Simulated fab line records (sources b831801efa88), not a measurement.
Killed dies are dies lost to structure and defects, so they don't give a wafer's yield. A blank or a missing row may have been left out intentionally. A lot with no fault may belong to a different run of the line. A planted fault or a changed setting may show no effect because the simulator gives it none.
Struck lot and sound lot, side by side || flow gf180mcu || 43 out of 602 route steps
Sound: wafers L512.3, L512.4, L512.6. Wafers L518.2, L518.3, L518.6 were the ones struck. The cause is given at the end.
At each step with rows: each side's tool, then ch and its chambers, then its first start. Under that, the readings that differ: sound wafers || struck wafers || difference of the means || sigmas: that difference in standard deviations of wafers without a fault.
alike: readings whose means differ by less than 2 such deviations, and words and numbers that are the same on both sides. not compared: withheld readings, readings that some wafer has no value for, bounds like >300 that may hide the same value, and numbers for which the record gives no deviation and whose values overlap.
The two part at a step that has a row with sigmas, a row that says differs or no value, or rows on one side only. Numbers that have no deviation but don't overlap get no sigmas and don't part them. A reading that every wafer of one side lacks parts them only if that side has two wafers or more.

GF_POLY_GATE_THK_MEAS_17:
  struck on filmMetro-02, day 13 02:17; sound on filmMetro-03, day 11 01:41
  alike: POLY_GATE_OXIDATION_THK
GF_POLY_GATE_CD_MEAS_18:
  struck on cdSem-01, day 13 02:22; sound on cdSem-02, day 11 01:49
  alike: cdNm
then, 7 steps without rows for these wafers: GF_HV_LDD_DEHYDRATE_00 (time 60 s); GF_HV_LDD_HMDS_01 (prime time 60 s); GF_HV_LDD_COAT_02 (resist thk 1000 nm); GF_HV_LDD_SOFTBAKE_03 (time 60 s); GF_HV_LDD_EXPOSE_04 (exposes mask Nplus LV AREA, target cd 400 nm); GF_HV_LDD_PEB_05; GF_HV_LDD_DEVELOP_06 (develop time 60 s).
GF_HV_LDD_CD_MEAS_07 targets a cd of 400 nm.
  struck on cdSem-01, day 13 22:48; sound on cdSem-02, day 11 21:07
{"reading": "cdNm (nm)", "sound": "401.0 404.6 403.4", "struck": "398.2 397.2 395.9", "difference": -5.9, "sigmas": -3}
GF_HV_LDD_OVL_MEAS_08:
  struck on overlay-02, day 13 22:55; sound on overlay-02, day 11 21:13
  alike: HV_LDD_OVL
then, 1 step without rows for these wafers: GF_HV_LDD_IMPLANT_09.
GF_HV_LDD_STRIP_10: strips in O2/N2.
  sound on plasmaAsher-01 ch 0,1, day 11 21:25; struck on plasmaAsher-01 ch 0,1, day 13 23:05
  alike: drypumpMotorCurrentA, heaterPowerW, oesProductAu, stripTimeToEndpointS
  not compared: rfHoursCounterH
GF_HV_LDD_TW_MEAS_11:
  struck on filmMetro-01, day 13 23:12; sound on filmMetro-01, day 11 21:30
  alike: HV_LDD_TW
then, 7 steps without rows for these wafers: GF_HV_LDD_DEHYDRATE_12 (time 60 s); GF_HV_LDD_HMDS_13 (prime time 60 s); GF_HV_LDD_COAT_14 (resist thk 1000 nm); GF_HV_LDD_SOFTBAKE_15 (time 60 s); GF_HV_LDD_EXPOSE_16 (exposes mask Pplus LV AREA, target cd 400 nm); GF_HV_LDD_PEB_17; GF_HV_LDD_DEVELOP_18 (develop time 60 s).
GF_HV_LDD_CD_MEAS_19 targets a cd of 400 nm.
  struck on cdSem-02, day 14 20:03; sound on cdSem-02, day 12 16:17
  alike: cdNm
GF_HV_LDD_OVL_MEAS_20:
  struck on overlay-02, day 14 20:09; sound on overlay-02, day 12 16:22
  alike: HV_LDD_01_OVL
then, 1 step without rows for these wafers: GF_HV_LDD_IMPLANT_21.
GF_HV_LDD_STRIP_22: strips in O2/N2.
  sound on plasmaAsher-04 ch 0,1, day 12 16:35; struck on plasmaAsher-02 ch 1, day 14 20:20
{"reading": "stripTimeToEndpointS (s)", "sound": "12.62 12.58 12.59", "struck": "12.65 12.65 12.70", "difference": "+0.07", "sigmas": "+2"}
  alike: drypumpMotorCurrentA, heaterPowerW, oesProductAu
  not compared: rfHoursCounterH
GF_HV_LDD_TW_MEAS_23:
  struck on filmMetro-03, day 14 20:26; sound on filmMetro-03, day 12 16:40
  alike: HV_LDD_2_TW
then, 7 steps without rows for these wafers: GF_HV_LDD_DEHYDRATE_24 (time 60 s); GF_HV_LDD_HMDS_25 (prime time 60 s); GF_HV_LDD_COAT_26 (resist thk 1000 nm); GF_HV_LDD_SOFTBAKE_27 (time 60 s); GF_HV_LDD_EXPOSE_28 (exposes mask Nplus HV AREA, target cd 400 nm); GF_HV_LDD_PEB_29; GF_HV_LDD_DEVELOP_30 (develop time 60 s).
GF_HV_LDD_CD_MEAS_31 targets a cd of 400 nm.
  struck on cdSem-02, day 15 18:54; sound on cdSem-01, day 13 12:58
  alike: cdNm
GF_HV_LDD_OVL_MEAS_32:
  struck on overlay-01, day 15 19:00; sound on overlay-01, day 13 13:04
{"reading": "HV_LDD_02_OVL (nm)", "sound": "2.2 2.3 0.1", "struck": "-3.2 -2.8 -1.3", "difference": -4.0, "sigmas": -3}
then, 4 steps without rows for these wafers: GF_HV_LDD_IMPLANT_33; GF_HV_LDD_IMPLANT_34; GF_HV_LDD_IMPLANT_35; GF_HV_LDD_IMPLANT_36.
GF_HV_LDD_STRIP_37: strips in O2/N2.
  sound on plasmaAsher-04 ch 0,1, day 13 13:43; struck on plasmaAsher-04 ch 0,1, day 15 19:38
  alike: drypumpMotorCurrentA, heaterPowerW, oesProductAu, stripTimeToEndpointS
  not compared: rfHoursCounterH
GF_HV_LDD_TW_MEAS_38:
  struck on filmMetro-03, day 15 19:44; sound on filmMetro-04, day 13 13:48
  alike: HV_LDD_3_TW
then, 1 step without rows for these wafers: GF_HV_LDD_DEHYDRATE_39 (time 60 s).
-- record jumps: 17 days separate the struck wafers' starts on either side; left off in module HV_LDD, taken up again in module PASSIVATION, whose first shown step is the route's number 602 --
GF_PASSIVATION_PROBE_99:
  rows exist in the record for the struck wafers here (prober-01, day 32 22:13), but not for the sound ones

WHERE THEY PART
First at GF_HV_LDD_CD_MEAS_07; last, within this record, at GF_PASSIVATION_PROBE_99.

WHY: the cause the simulator had injected
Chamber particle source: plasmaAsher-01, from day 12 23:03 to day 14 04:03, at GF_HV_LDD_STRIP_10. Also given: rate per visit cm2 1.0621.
